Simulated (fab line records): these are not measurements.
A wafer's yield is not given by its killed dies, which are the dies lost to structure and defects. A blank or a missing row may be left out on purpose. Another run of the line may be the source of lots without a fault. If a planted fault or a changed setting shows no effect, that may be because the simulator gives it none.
fab line records | flow sky130
record lots=7 | wafers=21 | lastDay=50
route steps=708 shown VT_ADJUST_NCORE@123 VT_ADJUST_HVTR@131 PAD_OPEN@708
lots untouched by any fault: they come from a run of this same line in which no faults occurred
startH: hours from the record's first day to the start of the lot's first wafer shown | waitH: how many hours have passed since the lot's step before this one | " as in the row above | L1.1+2: one row covering several wafers at once | - no value present, or no start provided | * or withheld: withheld | < > ~ a bound
route shown NAME@n: NAME is a module with steps in the file, n the number in the route of the first one | usual: mean/standard deviation of fault-free wafers | same: alike in all rows | chamber/n: place in a boat | sites: each site's reading | _std_site: how widely they spread, as a standard deviation | _edge_site: the outer-site mean with the inner-site mean subtracted | radiusMm: how far each site lies from the wafer's centre | mask NAME#n: copy n | behind: the most recent tool/chamber to have shaped the wafer | hold: why the lot was held/for how many hours/how that ended | device: the n, p or np transistor that did not switch | end of line: the same wafers' tests at the end of the route | a step with no rows: only its recipe | killed: not the wafer's yield, but the dies lost to structure and defects at the first sort | map: the dies of a wafer, with x for killed, . for not killed, _ for no die there
set.NAME: the setting the step ran with; set.NAME@STEP: the setting that earlier step ran with | model.NAME: the simulator's own value behind a step, which no gauge read
a table for each step, a row for each wafer; lots at some steps of the route
services: the hour from which a tool's chamber was out of use, counted from the record's first day as startH (under 0 if before that day), plus the number of hours and why
## steps
# step SKY_VT_ADJUST_NCORE_EXPOSE_04
# recipe maskId=LVTN_COMPLEMENT_THIN | na=0.6 | sourceShape=conventional | sigmaOuter=0.6 | polarization=unpolarized | targetCdNm=380 | doseMj=139
# step SKY_VT_ADJUST_NCORE_PEB_05
# recipe tempC=withheld | timeS=* | resist=NOVOLAK
# step SKY_VT_ADJUST_NCORE_DEVELOP_06
# recipe resist=NOVOLAK | developer=TMAH | developTimeS=60 | devTempC=23
# step SKY_VT_ADJUST_NCORE_CD_MEAS_07
# recipe targetCdNm=380
# usual cdNm=380.4/2.8
lot.wafer | tool     | chamber | startH | waitH | cdNm
L192.2    | cdSem-01 | -       | 213.84 | 0.1   | 380.3
L192.3    | "        | -       | "      | "     | 382.2
L192.5    | "        | -       | "      | "     | 382.7
L197.4    | cdSem-02 | -       | 243.13 | 0.1   | 381.1
L197.5    | "        | -       | "      | "     | 379.8
L197.6    | "        | -       | "      | "     | 378.8
L200.2    | cdSem-02 | -       | 264.84 | 0.1   | 374.2
L200.5    | "        | -       | "      | "     | 371.9
L200.6    | "        | -       | "      | "     | 375.7
L201.1    | cdSem-02 | -       | 267.92 | 0.1   | 379.4
L201.2    | "        | -       | "      | "     | 378.8
L201.5    | "        | -       | "      | "     | 380.2
L202.1    | cdSem-02 | -       | 283.76 | 0.1   | 376.1
L202.5    | "        | -       | "      | "     | 380.8
L202.6    | "        | -       | "      | "     | 379.1
L203.2    | cdSem-01 | -       | 293.48 | 0.1   | 382.6
L203.3    | "        | -       | "      | "     | 381.3
L203.6    | "        | -       | "      | "     | 380.4
L207.2    | cdSem-02 | -       | 311.94 | 0.1   | 378.2
L207.4    | "        | -       | "      | "     | 378.9
L207.5    | "        | -       | "      | "     | 378.0
# step SKY_VT_ADJUST_NCORE_OVL_MEAS_08
# usual VT_ADJUST_NCORE_OVL=-0.3/1.2
lot.wafer | tool       | chamber | startH | waitH | VT_ADJUST_NCORE_OVL[nm]
L192.2    | overlay-02 | -       | 213.94 | 0.1   | 1.0
L192.3    | "          | -       | "      | "     | 0.0
L192.5    | "          | -       | "      | "     | 0.5
L197.4    | overlay-01 | -       | 243.20 | 0.1   | 0.3
L197.5    | "          | -       | "      | "     | 0.2
L197.6    | "          | -       | "      | "     | -0.9
L200.2    | overlay-02 | -       | 264.94 | 0.1   | -1.0
L200.5    | "          | -       | "      | "     | 0.2
L200.6    | "          | -       | "      | "     | -0.5
L201.1    | overlay-01 | -       | 268.04 | 0.1   | -2.6
L201.2    | "          | -       | "      | "     | -1.7
L201.5    | "          | -       | "      | "     | -0.7
L202.1    | overlay-01 | -       | 283.88 | 0.1   | 0.0
L202.5    | "          | -       | "      | "     | 0.7
L202.6    | "          | -       | "      | "     | 1.8
L203.2    | overlay-02 | -       | 293.59 | 0.1   | -0.5
L203.3    | "          | -       | "      | "     | -0.6
L203.6    | "          | -       | "      | "     | -1.4
L207.2    | overlay-02 | -       | 312.04 | 0.1   | -0.6
L207.4    | "          | -       | "      | "     | -0.3
L207.5    | "          | -       | "      | "     | 1.4
# step SKY_VT_ADJUST_NCORE_IMPLANT_09
# recipe species=B | energyKev=10.17 | doseCm2=2.4e+12 | tiltDeg=withheld
# step SKY_VT_ADJUST_NCORE_STRIP_10
# recipe chemistry=O2/N2 | powerW=1400 | pressureMtorr=1500 | platenTempC=withheld | o2FlowSccm=3000 | n2FlowSccm=300 | overashFraction=0.5
# usual drypumpMotorCurrentA=5.60/0.29 | oesProductAu=0.715/0.0046 | stripTimeToEndpointS=14.16/0.046
lot.wafer | tool           | chamber | startH | waitH | drypumpMotorCurrentA | oesProductAu | rfHoursCounterH | stripTimeToEndpointS
L192.2    | plasmaAsher-03 | 1       | 214.12 | 0.1   | 5.44                 | 0.717        | 10              | 14.22
L192.3    | "              | 0       | "      | "     | 5.18                 | 0.717        | -               | 14.17
L192.5    | "              | 1       | "      | "     | 5.44                 | 0.717        | -               | 14.18
L197.4    | plasmaAsher-04 | 0       | 243.41 | 0.1   | 5.40                 | 0.712        | -               | 14.20
L197.5    | "              | 0       | "      | "     | 5.42                 | 0.712        | -               | 14.26
L197.6    | "              | 1       | "      | "     | 5.67                 | 0.712        | -               | 14.21
L200.2    | plasmaAsher-02 | 0       | 265.12 | 0.1   | 5.97                 | 0.711        | 53              | 14.17
L200.5    | "              | 1       | "      | "     | 5.75                 | 0.720        | -               | 14.17
L200.6    | "              | 0       | "      | "     | 5.98                 | 0.711        | -               | 14.13
L201.1    | plasmaAsher-02 | 0       | 268.22 | 0.1   | 5.97                 | 0.720        | 53              | 14.13
L201.2    | "              | 1       | "      | "     | 5.87                 | 0.706        | 53              | 14.18
L201.5    | "              | 1       | "      | "     | 5.81                 | 0.719        | -               | 14.14
L202.1    | plasmaAsher-03 | 1       | 284.07 | 0.1   | 5.44                 | 0.711        | 18              | 14.27
L202.5    | "              | 1       | "      | "     | 5.44                 | 0.713        | -               | 14.27
L202.6    | "              | 0       | "      | "     | 5.20                 | 0.715        | -               | 14.22
L203.2    | plasmaAsher-02 | 1       | 293.77 | 0.1   | 5.90                 | 0.717        | 57              | 14.11
L203.3    | "              | 0       | "      | "     | 5.97                 | 0.711        | -               | 14.07
L203.6    | "              | 0       | "      | "     | 5.97                 | 0.721        | -               | 14.13
L207.2    | plasmaAsher-03 | 0       | 312.22 | 0.1   | 5.20                 | 0.717        | 20              | 14.23
L207.4    | "              | 1       | "      | "     | 5.44                 | 0.716        | -               | 14.25
L207.5    | "              | 1       | "      | "     | 5.45                 | 0.714        | -               | 14.22
# step SKY_VT_ADJUST_NCORE_TW_MEAS_11
# usual VT_ADJUST_NCORE_TW=218.7/1.2
lot.wafer | tool         | chamber | startH | waitH | VT_ADJUST_NCORE_TW
L192.2    | filmMetro-02 | -       | 214.23 | 0.1   | 219.3
L192.3    | "            | -       | "      | "     | 219.2
L192.5    | "            | -       | "      | "     | 219.4
L197.4    | filmMetro-04 | -       | 243.50 | 0.1   | 220.9
L197.5    | "            | -       | "      | "     | 219.3
L197.6    | "            | -       | "      | "     | 219.9
L200.2    | filmMetro-01 | -       | 265.23 | 0.1   | 217.5
L200.5    | "            | -       | "      | "     | 217.6
L200.6    | "            | -       | "      | "     | 216.5
L201.1    | filmMetro-01 | -       | 268.32 | 0.1   | 217.4
L201.2    | "            | -       | "      | "     | 218.4
L201.5    | "            | -       | "      | "     | 217.1
L202.1    | filmMetro-04 | -       | 284.17 | 0.1   | 220.4
L202.5    | "            | -       | "      | "     | 218.9
L202.6    | "            | -       | "      | "     | 221.1
L203.2    | filmMetro-02 | -       | 293.88 | 0.1   | 218.1
L203.3    | "            | -       | "      | "     | 217.3
L203.6    | "            | -       | "      | "     | 218.2
L207.2    | filmMetro-04 | -       | 312.33 | 0.1   | 219.9
L207.4    | "            | -       | "      | "     | 217.5
L207.5    | "            | -       | "      | "     | 218.7
# step SKY_VT_ADJUST_HVTR_DEHYDRATE_00
# recipe tempC=200 | timeS=60
# step SKY_VT_ADJUST_HVTR_HMDS_01
# recipe primeTimeS=60 | primeTempC=120
# step SKY_VT_ADJUST_HVTR_COAT_02
# recipe resist=NOVOLAK | spinRpm=3000 | resistThkNm=1140
# step SKY_VT_ADJUST_HVTR_SOFTBAKE_03
# recipe tempC=90 | timeS=60 | resist=NOVOLAK
# step SKY_VT_ADJUST_HVTR_EXPOSE_04
# recipe maskId=HVTRM | targetCdNm=380 | na=0.6 | sourceShape=conventional | sigmaOuter=0.6 | doseMj=150
# usual exposureDoseMJCm2=149.91/0.14 | stageVelMmS=500.01/0.26
lot.wafer | tool            | chamber | startH | waitH | mask    | exposureDoseMJCm2 | stageVelMmS | model.VT_ADJUST_HVTR.overlayXNm
L192.2    | ilineStepper-02 | 0       | 224.89 | -     | HVTRM#0 | 149.88            | 500.48      | 0.8177
L192.3    | "               | 0       | "      | "     | HVTRM#0 | 149.82            | 500.41      | 0.8177
L192.5    | "               | 0       | "      | "     | HVTRM#0 | 150.00            | 500.24      | 0.8177
L197.4    | ilineStepper-01 | 0       | 254.90 | -     | HVTRM#0 | 149.67            | 499.90      | 0.7257
L197.5    | "               | 0       | "      | "     | HVTRM#0 | 149.70            | 500.07      | 0.7257
L197.6    | "               | 0       | "      | "     | HVTRM#0 | 149.82            | 500.08      | 0.7257
L200.2    | ilineStepper-01 | 0       | 277.46 | -     | HVTRM#0 | 149.99            | 500.12      | 48.8
L200.5    | "               | 0       | "      | "     | HVTRM#0 | 150.21            | 500.17      | 48.8
L200.6    | "               | 0       | "      | "     | HVTRM#0 | 149.94            | 500.34      | 48.8
L201.1    | ilineStepper-02 | 0       | 280.52 | -     | HVTRM#0 | 149.84            | 499.50      | 0.476
L201.2    | "               | 0       | "      | "     | HVTRM#0 | 149.76            | 499.82      | 0.476
L201.5    | "               | 0       | "      | "     | HVTRM#0 | 149.73            | 499.49      | 0.476
L202.1    | ilineStepper-01 | 0       | 296.20 | -     | HVTRM#0 | 149.86            | 499.86      | 47.43
L202.5    | "               | 0       | "      | "     | HVTRM#0 | 149.84            | 499.94      | 47.43
L202.6    | "               | 0       | "      | "     | HVTRM#0 | 149.88            | 499.85      | 47.43
L203.2    | ilineStepper-02 | 0       | 306.54 | -     | HVTRM#0 | 149.97            | 499.99      | 0.2441
L203.3    | "               | 0       | "      | "     | HVTRM#0 | 149.95            | 500.13      | 0.2441
L203.6    | "               | 0       | "      | "     | HVTRM#0 | 150.20            | 500.32      | 0.2441
L207.2    | ilineStepper-01 | 0       | 325.45 | -     | HVTRM#0 | 150.01            | 500.03      | 48.49
L207.4    | "               | 0       | "      | "     | HVTRM#0 | 149.98            | 499.96      | 48.49
L207.5    | "               | 0       | "      | "     | HVTRM#0 | 149.89            | 500.00      | 48.49
# step SKY_VT_ADJUST_HVTR_PEB_05
# recipe tempC=withheld | timeS=* | resist=NOVOLAK
# step SKY_VT_ADJUST_HVTR_DEVELOP_06
# recipe developTimeS=60 | devTempC=23
# step SKY_VT_ADJUST_HVTR_CD_MEAS_07
# recipe targetCdNm=380
# usual cdNm=380.3/2.1
lot.wafer | tool     | chamber | startH | waitH | cdNm
L192.2    | cdSem-01 | -       | 235.58 | 0.1   | 379.1
L192.3    | "        | -       | "      | "     | 380.4
L192.5    | "        | -       | "      | "     | 379.6
L197.4    | cdSem-02 | -       | 266.25 | 0.1   | 381.4
L197.5    | "        | -       | "      | "     | 384.2
L197.6    | "        | -       | "      | "     | 382.3
L200.2    | cdSem-01 | -       | 289.23 | 0.2   | 379.3
L200.5    | "        | -       | "      | "     | 376.8
L200.6    | "        | -       | "      | "     | 377.3
L201.1    | cdSem-01 | -       | 292.26 | 0.1   | 381.2
L201.2    | "        | -       | "      | "     | 380.1
L201.5    | "        | -       | "      | "     | 378.7
L202.1    | cdSem-01 | -       | 308.82 | 0.1   | 380.2
L202.5    | "        | -       | "      | "     | 379.9
L202.6    | "        | -       | "      | "     | 381.5
L203.2    | cdSem-02 | -       | 319.36 | 0.1   | 380.2
L203.3    | "        | -       | "      | "     | 382.8
L203.6    | "        | -       | "      | "     | 383.4
L207.2    | cdSem-01 | -       | 338.01 | 0.1   | 381.6
L207.4    | "        | -       | "      | "     | 385.6
L207.5    | "        | -       | "      | "     | 382.8
# step SKY_VT_ADJUST_HVTR_OVL_MEAS_08
# usual VT_ADJUST_HVTR_OVL=-0.5/1.4
lot.wafer | tool       | chamber | startH | waitH | VT_ADJUST_HVTR_OVL[nm]
L192.2    | overlay-01 | -       | 235.69 | 0.1   | -1.5
L192.3    | "          | -       | "      | "     | -0.4
L192.5    | "          | -       | "      | "     | 1.0
L197.4    | overlay-01 | -       | 266.33 | 0.1   | -0.3
L197.5    | "          | -       | "      | "     | -0.3
L197.6    | "          | -       | "      | "     | 1.4
L200.2    | overlay-02 | -       | 289.34 | 0.1   | 46.2
L200.5    | "          | -       | "      | "     | 47.1
L200.6    | "          | -       | "      | "     | 47.3
L201.1    | overlay-02 | -       | 292.38 | 0.1   | -1.2
L201.2    | "          | -       | "      | "     | -1.9
L201.5    | "          | -       | "      | "     | -0.2
L202.1    | overlay-02 | -       | 308.94 | 0.1   | 46.6
L202.5    | "          | -       | "      | "     | 45.1
L202.6    | "          | -       | "      | "     | 46.2
L203.2    | overlay-02 | -       | 319.47 | 0.1   | 1.2
L203.3    | "          | -       | "      | "     | 1.8
L203.6    | "          | -       | "      | "     | 1.0
L207.2    | overlay-01 | -       | 338.12 | 0.1   | 47.7
L207.4    | "          | -       | "      | "     | 48.5
L207.5    | "          | -       | "      | "     | 47.0
# step SKY_VT_ADJUST_HVTR_IMPLANT_09
# recipe species=B | energyKev=10.16 | doseCm2=2.1e+12 | tiltDeg=withheld
# step SKY_PAD_OPEN_PROBE_99
# usual killed_at_M0_to_M3=44/7.9 | killed_at_M4_up=3.1/1.9 | killedAtContacts=24/4.6 | killedAtFrontEnd=16/4.9 | killedAtOther=0.3/0.6 | killedDies=87/9.7 | killedOpen=48/7.2 | killedShort=39/5.6
# same grossDies=492 | killedAtBackSide=0
lot.wafer | tool      | chamber | startH  | waitH | killed_at_M0_to_M3 | killed_at_M4_up | killedAtContacts | killedAtFrontEnd | killedAtOther | killedDies | killedOpen | killedShort
L192.2    | prober-02 | -       | 1097.08 | 0.1   | 44                 | 3               | 29               | 12               | 1             | 89         | 52         | 37
L192.3    | prober-02 | -       | 1097.13 | 0.2   | 43                 | 5               | 28               | 11               | 0             | 87         | 44         | 43
L192.5    | prober-02 | -       | 1097.23 | 0.2   | 28                 | 2               | 26               | 10               | 1             | 67         | 35         | 32
L197.4    | prober-01 | -       | 1118.90 | 0.2   | 37                 | 4               | 24               | 13               | 1             | 79         | 50         | 29
L197.5    | prober-01 | -       | 1118.95 | 0.2   | 39                 | 2               | 30               | 20               | 2             | 93         | 46         | 46
L197.6    | prober-01 | -       | 1119.00 | 0.2   | 40                 | 1               | 16               | 11               | 0             | 68         | 38         | 30
L200.2    | prober-02 | -       | 1184.34 | 0.1   | 43                 | 2               | 24               | 23               | 0             | 92         | 50         | 42
L200.5    | prober-02 | -       | 1184.49 | 0.2   | 42                 | 3               | 20               | 18               | 1             | 84         | 47         | 36
L200.6    | prober-02 | -       | 1184.54 | 0.2   | 28                 | 2               | 26               | 15               | 0             | 71         | 45         | 26
L203.2    | prober-01 | -       | 1186.29 | 0.1   | 37                 | 4               | 22               | 14               | 0             | 77         | 37         | 40
L203.3    | prober-01 | -       | 1186.34 | 0.2   | 53                 | 6               | 22               | 17               | 0             | 98         | 52         | 46
L203.6    | prober-01 | -       | 1186.49 | 0.2   | 58                 | 4               | 23               | 19               | 0             | 104        | 64         | 40
L207.2    | prober-01 | -       | 1187.92 | 0.1   | 37                 | 2               | 31               | 20               | 0             | 90         | 53         | 37
L207.4    | prober-01 | -       | 1188.02 | 0.2   | 41                 | 4               | 22               | 13               | 1             | 81         | 48         | 32
L207.5    | prober-01 | -       | 1188.07 | 0.2   | 45                 | 3               | 21               | 20               | 0             | 89         | 41         | 48
# killed by level:class
L192.2 VIA1:geometricParticle:open=13 LI_CONTACT:geometricParticle:open=8 VIA2:geometricParticle:open=8 CONTACT:geometricParticle:open=7 METAL1:geometricParticle:short=6 LI_CONTACT:geometricParticle:short=5 FIELD_ISO:geometricParticle:short=4 LOCAL_INTERCONNECT:geometricParticle:short=4
L192.3 VIA1:geometricParticle:open=11 LI_CONTACT:geometricParticle:open=8 CONTACT:geometricParticle:open=8 METAL2:geometricParticle:short=7 METAL1:geometricParticle:short=5 CONTACT:geometricParticle:short=4 LOCAL_INTERCONNECT:geometricParticle:short=4 VIA1:geometricParticle:short=4
L192.5 CONTACT:geometricParticle:open=9 LI_CONTACT:geometricParticle:open=7 VIA2:geometricParticle:open=6 LOCAL_INTERCONNECT:geometricParticle:short=5 VIA1:geometricParticle:short=5 VIA3:geometricParticle:open=4 FIELD_ISO:geometricParticle:short=3 LI_CONTACT:geometricParticle:short=3
L197.4 VIA1:geometricParticle:open=13 LI_CONTACT:geometricParticle:open=9 VIA2:geometricParticle:open=8 CONTACT:geometricParticle:open=6 CONTACT:geometricParticle:short=4 VIA3:geometricParticle:open=4 FIELD_ISO:geometricParticle:short=3 FIELD_ISO:geometricParticle:open=3
L197.5 CONTACT:geometricParticle:open=11 VIA1:geometricParticle:open=9 VIA2:geometricParticle:open=7 FIELD_ISO:geometricParticle:short=6 POLY_GATE:geometricParticle:short=5 LI_CONTACT:geometricParticle:open=5 LOCAL_INTERCONNECT:geometricParticle:short=5 CONTACT:geometricParticle:short=5
L197.6 VIA1:geometricParticle:open=14 CONTACT:geometricParticle:open=7 METAL2:geometricParticle:short=6 VIA2:geometricParticle:open=5 FIELD_ISO:geometricParticle:short=4 METAL1:geometricParticle:short=4 FIELD_ISO:geometricParticle:open=3 METAL3:geometricParticle:short=3
L200.2 CONTACT:geometricParticle:open=9 VIA1:geometricParticle:open=7 METAL2:geometricParticle:short=7 FIELD_ISO:geometricParticle:short=6 FIELD_ISO:geometricParticle:open=6 METAL1:geometricParticle:short=6 VIA1:geometricParticle:short=6 POLY_GATE:geometricParticle:open=5
L200.5 VIA1:geometricParticle:open=13 CONTACT:geometricParticle:open=7 LI_CONTACT:geometricParticle:open=6 VIA3:geometricParticle:open=5 CONTACT:geometricParticle:short=4 METAL3:geometricParticle:short=4 METAL2:geometricParticle:short=4 VIA2:geometricParticle:open=4
L200.6 CONTACT:geometricParticle:open=9 METAL1:geometricParticle:short=8 FIELD_ISO:geometricParticle:open=6 POLY_GATE:geometricParticle:open=6 LI_CONTACT:geometricParticle:open=6 VIA3:geometricParticle:open=6 VIA1:geometricParticle:open=6 FIELD_ISO:geometricParticle:short=3
L203.2 METAL1:geometricParticle:short=8 CONTACT:geometricParticle:open=7 VIA2:geometricParticle:open=7 VIA1:geometricParticle:open=6 POLY_GATE:geometricParticle:short=5 LI_CONTACT:geometricParticle:open=5 FIELD_ISO:geometricParticle:open=4 CONTACT:geometricParticle:short=4
L203.3 VIA1:geometricParticle:open=13 LOCAL_INTERCONNECT:geometricParticle:short=8 LI_CONTACT:geometricParticle:open=7 FIELD_ISO:geometricParticle:open=6 METAL2:geometricParticle:short=6 VIA3:geometricParticle:short=6 VIA2:geometricParticle:short=5 VIA3:geometricParticle:open=5
L203.6 VIA3:geometricParticle:open=12 CONTACT:geometricParticle:open=11 VIA1:geometricParticle:open=11 FIELD_ISO:geometricParticle:open=7 METAL2:geometricParticle:short=7 VIA2:geometricParticle:open=6 LI_CONTACT:geometricParticle:open=6 VIA3:geometricParticle:short=5
L207.2 LI_CONTACT:geometricParticle:open=13 VIA1:geometricParticle:open=7 FIELD_ISO:geometricParticle:open=6 CONTACT:geometricParticle:open=6 VIA3:geometricParticle:open=6 FIELD_ISO:geometricParticle:short=5 VIA1:geometricParticle:short=5 VIA2:geometricParticle:open=5
L207.4 VIA1:geometricParticle:open=12 CONTACT:geometricParticle:open=11 VIA2:geometricParticle:open=7 VIA1:geometricParticle:short=7 FIELD_ISO:geometricParticle:open=6 VIA3:geometricParticle:open=5 METAL4:geometricParticle:short=4 LI_CONTACT:geometricParticle:open=4
L207.5 VIA1:geometricParticle:open=12 CONTACT:geometricParticle:open=9 POLY_GATE:geometricParticle:short=6 METAL2:geometricParticle:short=6 VIA1:geometricParticle:short=5 VIA2:geometricParticle:open=5 METAL3:geometricParticle:short=5 FIELD_ISO:geometricParticle:short=4
## services
tool            | chamber | startH | hours | kind
plasmaAsher-03  | -       | 219.19 | 2.9   | repair
ilineStepper-01 | -       | 241.04 | 4.4   | pm
plasmaAsher-04  | -       | 259.11 | 28.1  | pm
ilineStepper-02 | -       | 308.99 | 1.7   | pm
ilineStepper-02 | 0       | 312.13 | -     | calibration
plasmaAsher-02  | -       | 316.56 | 2.4   | repair
## key
firstSign step=SKY_VT_ADJUST_HVTR_OVL_MEAS_08 | reading=VT_ADJUST_HVTR_OVL | direction=up | sigmas=33 | usual=-0.5 | struck=46.9
effect none on later readings
modelEffect step=SKY_VT_ADJUST_HVTR_EXPOSE_04 | value=VT_ADJUST_HVTR.overlayXNm | without=0.6107 | struck=48.24
metAt SKY_VT_ADJUST_HVTR_EXPOSE_04
struckWafers L200.2,L200.5,L200.6,L202.1,L202.5,L202.6,L207.2,L207.4,L207.5
testerLeftOut L200,L202,L207
onsetBetween 254.90 277.46
fault kind=scannerMatchingOverlay | tool=ilineStepper-01 | chamber=- | onsetH=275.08 | steps=SKY_VT_ADJUST_HVTR_EXPOSE_04 | offset=47.631
# testerLeftOut: of these lots the tester's yield and bins aren't shown, on N5 and GAA mostly nor the transistor test; their killed dies are dies lost to structure and defects alone, not to doping, threshold or leakage, so they don't give the yield
